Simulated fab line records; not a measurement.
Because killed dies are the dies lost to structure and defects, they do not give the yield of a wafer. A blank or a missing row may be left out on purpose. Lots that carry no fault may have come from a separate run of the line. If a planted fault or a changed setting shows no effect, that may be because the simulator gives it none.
Which tool is to blame? | flow sky130 | 12 lots with 36 wafers sampled at 5 steps, on a route of 708 steps

== WHAT THE GAUGES SHOWED, per wafer ==
SKY_VT_ADJUST_HVTR_CD_MEAS_07 targets a cd of 380 nm.
lot  | measured     | on        | cd-nm (nm)
L886 | day 9 13:56  | cd-sem-02 | 376 378 374
L889 | day 10 20:50 | cd-sem-01 | 383 384 383
L890 | day 10 23:23 | cd-sem-01 | 385 382 384
L891 | day 11 09:29 | cd-sem-01 | 381 379 380
L892 | day 11 15:56 | cd-sem-02 | 379 380 380
L893 | day 11 22:20 | cd-sem-01 | 383 383 384
L895 | day 12 19:14 | cd-sem-02 | 380 377 377
L896 | day 13 09:34 | cd-sem-02 | 384 383 384
L903 | day 15 06:55 | cd-sem-01 | 376 376 375
L904 | day 15 14:35 | cd-sem-02 | 382 382 382
L906 | day 16 02:37 | cd-sem-01 | 379 379 378
L907 | day 16 13:08 | cd-sem-01 | 379 378 379

SKY_VT_ADJUST_HVTR_OVL_MEAS_08.
lot  | measured     | on         | VT_ADJUST_HVTR_OVL (nm)
L886 | day 9 14:03  | overlay-02 | 0.8 0.3 0.4
L889 | day 10 20:57 | overlay-01 | 0.7 0.6 -2.4
L890 | day 10 23:31 | overlay-02 | 2.2 2.3 0.9
L891 | day 11 09:36 | overlay-02 | 1.4 2.1 5.4
L892 | day 11 16:04 | overlay-02 | 3.4 4.2 1.5
L893 | day 11 22:27 | overlay-02 | 1.9 0.6 1.5
L895 | day 12 19:21 | overlay-02 | 1.7 2.0 1.3
L896 | day 13 09:40 | overlay-02 | 2.7 3.2 4.5
L903 | day 15 07:02 | overlay-02 | 0.9 -0.3 -1.0
L904 | day 15 14:43 | overlay-02 | -0.9 -1.3 -0.7
L906 | day 16 02:43 | overlay-02 | 2.6 1.5 1.5
L907 | day 16 13:16 | overlay-01 | -0.3 -0.7 0.3

SKY_SONOS_TUNNEL_TW_MEAS_12.
lot  | measured     | on            | SONOS_TUNNEL_TW
L886 | day 11 13:01 | film-metro-01 | 198.4 197.7 196.7
L889 | day 12 23:13 | film-metro-03 | 193.7 195.4 195.6
L890 | day 13 02:16 | film-metro-01 | 195.7 196.8 197.6
L891 | day 13 14:23 | film-metro-04 | 200.1 199.4 199.9
L892 | day 13 19:37 | film-metro-03 | 195.2 194.2 194.9
L893 | day 14 03:25 | film-metro-04 | 199.5 199.9 198.7
L895 | day 15 01:25 | film-metro-03 | 194.8 196.4 196.1
L896 | day 15 16:08 | film-metro-03 | 194.1 194.5 195.4
L903 | day 17 15:20 | film-metro-01 | 109.2 111.1 111.2
L904 | day 17 23:25 | film-metro-03 | 194.9 194.9 194.6
L906 | day 18 12:40 | film-metro-01 | 109.4 109.7 110.0
L907 | day 19 00:37 | film-metro-03 | 195.1 195.4 194.5

== WHICH TOOL RAN EACH LOT (tool, then ch and the chambers of the sampled wafers, then the start) ==
lot  | SKY_VT_ADJUST_HVTP_STRIP_10          | SKY_SONOS_TUNNEL_IMPLANT_09
L886 | plasma-asher-03 ch 0,1, day 6 04:32  | implanter-01 ch 0, day 11 12:36
L889 | plasma-asher-04 ch 0,1, day 7 06:30  | implanter-02 ch 0, day 12 22:49
L890 | plasma-asher-04 ch 0,1, day 7 08:32  | implanter-02 ch 0, day 13 01:51
L891 | plasma-asher-03 ch 0, day 7 16:48    | implanter-01 ch 0, day 13 13:59
L892 | plasma-asher-04 ch 0,1, day 7 22:17  | implanter-02 ch 0, day 13 19:11
L893 | plasma-asher-03 ch 0,1, day 8 04:11  | implanter-02 ch 0, day 14 03:01
L895 | plasma-asher-03 ch 0,1, day 8 22:30  | implanter-04 ch 0, day 15 01:00
L896 | plasma-asher-03 ch 0,1, day 9 09:05  | implanter-01 ch 0, day 15 15:45
L903 | plasma-asher-03 ch 0,1, day 11 00:00 | implanter-02 ch 0, day 17 14:50
L904 | plasma-asher-04 ch 0, day 11 06:30   | implanter-01 ch 0, day 17 23:00
L906 | plasma-asher-02 ch 0,1, day 11 17:14 | implanter-02 ch 0, day 18 12:17
L907 | plasma-asher-04 ch 0,1, day 12 03:06 | implanter-04 ch 0, day 19 00:11
- SKY_VT_ADJUST_HVTP_STRIP_10: strips in O2/N2.
- SKY_SONOS_TUNNEL_IMPLANT_09

== WHAT THE TOOLS THEMSELVES READ (means of the sampled wafers that have a number; where no wafer has one, the mark that the record gives instead) ==
SKY_VT_ADJUST_HVTP_STRIP_10.
lot  | tool            | drypump-motor-current-A (A) | oes-product-au (a.u.) | strip-time-to-endpoint-s (s)
L886 | plasma-asher-03 | 6.2                         | 0.713                 | 14.17
L889 | plasma-asher-04 | 5.8                         | 0.723                 | 14.17
L890 | plasma-asher-04 | 6.0                         | 0.716                 | 14.25
L891 | plasma-asher-03 | 6.3                         | 0.716                 | 14.24
L892 | plasma-asher-04 | 5.7                         | 0.715                 | 14.14
L893 | plasma-asher-03 | 6.2                         | 0.713                 | 14.17
L895 | plasma-asher-03 | 6.2                         | 0.718                 | 14.24
L896 | plasma-asher-03 | 6.0                         | 0.720                 | 14.22
L903 | plasma-asher-03 | 6.1                         | 0.717                 | 14.17
L904 | plasma-asher-04 | 6.2                         | 0.717                 | 14.17
L906 | plasma-asher-02 | 5.2                         | 0.718                 | 14.21
L907 | plasma-asher-04 | 5.7                         | 0.715                 | 14.19

SKY_SONOS_TUNNEL_IMPLANT_09.
lot  | tool         | beam-energy-keV | dose-ions-cm2 | faraday-current-uA
L886 | implanter-01 | 20.140          | 1.0004e+12    | 5.57
L889 | implanter-02 | 20.137          | 9.9997e+11    | 5.69
L890 | implanter-02 | 20.144          | 1.0003e+12    | 5.66
L891 | implanter-01 | 20.143          | 9.9990e+11    | 5.63
L892 | implanter-02 | 20.134          | 1.0000e+12    | 5.74
L893 | implanter-02 | 20.141          | 1.0000e+12    | 5.74
L895 | implanter-04 | 20.140          | 1.0018e+12    | 5.58
L896 | implanter-01 | 20.137          | 9.9887e+11    | 5.66
L903 | implanter-02 | 20.131          | 9.9033e+10    | 0.57
L904 | implanter-01 | 20.144          | 9.9853e+11    | 5.54
L906 | implanter-02 | 20.136          | 9.9567e+10    | 0.57
L907 | implanter-04 | 20.138          | 1.0005e+12    | 5.60

== THE ANSWER, worked out from the rows above alone ==
Rule: usual is defined by the lots themselves. Put in order of their means at a reading, lots are off if they are a third of the lots or fewer, leave a main group of 4 or more, and stand apart from it by a gap of 3 or more times the standard deviation of the main group's means; of several such gaps the widest counts. A main group whose means are all the same, to the digits that the tables above print for the reading, isn't used. A lot without any number at a reading at which 4 lots or more have one is off too. Any other lot the step has rows for is counted as sound. Order of review: gauges by route order, followed by the tools' own readings, for which a lot's mean as printed above is used. The first step at which some lot is off is used, and at that step the reading that is off furthest; a lot without a number counts as furthest.
Off: L903, L906, seen at SKY_SONOS_TUNNEL_TW_MEAS_12 (SONOS_TUNNEL_TW). The main group has a mean of 196.3 with a standard deviation of 1.9.
If a tool, at a process step before that reading, ran all the lots that are off and no sound lot after the first of them, it fits. Not tried: the gauges at SKY_SONOS_TUNNEL_TW_MEAS_12; whatever is off there is also off at SKY_SONOS_TUNNEL_IMPLANT_09, on other tools, and gauge error can't account for it. One fits: SKY_SONOS_TUNNEL_IMPLANT_09 on implanter-02. Its last sound lot is L893 (day 14 03:01), its first lot that is off L903 (day 17 14:50): a fault that began between those two fits.
The tool's own readings at SKY_SONOS_TUNNEL_IMPLANT_09 bear it out: on the lots that are off they differ by more than 5 times the standard deviation of the sound lots' means. dose-ions-cm2 reads 9.9300e+10 there against 1.0000e+12 on the sound lots; faraday-current-uA reads 0.57 there against 5.64 on the sound lots.

== WHAT HAD BEEN PUT IN BY THE SIMULATOR ==
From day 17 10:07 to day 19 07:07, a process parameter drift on implanter-02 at SKY_SONOS_TUNNEL_IMPLANT_09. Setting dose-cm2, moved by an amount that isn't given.
Shown lots that were struck: L903, L906. This agrees with what the rule above found.
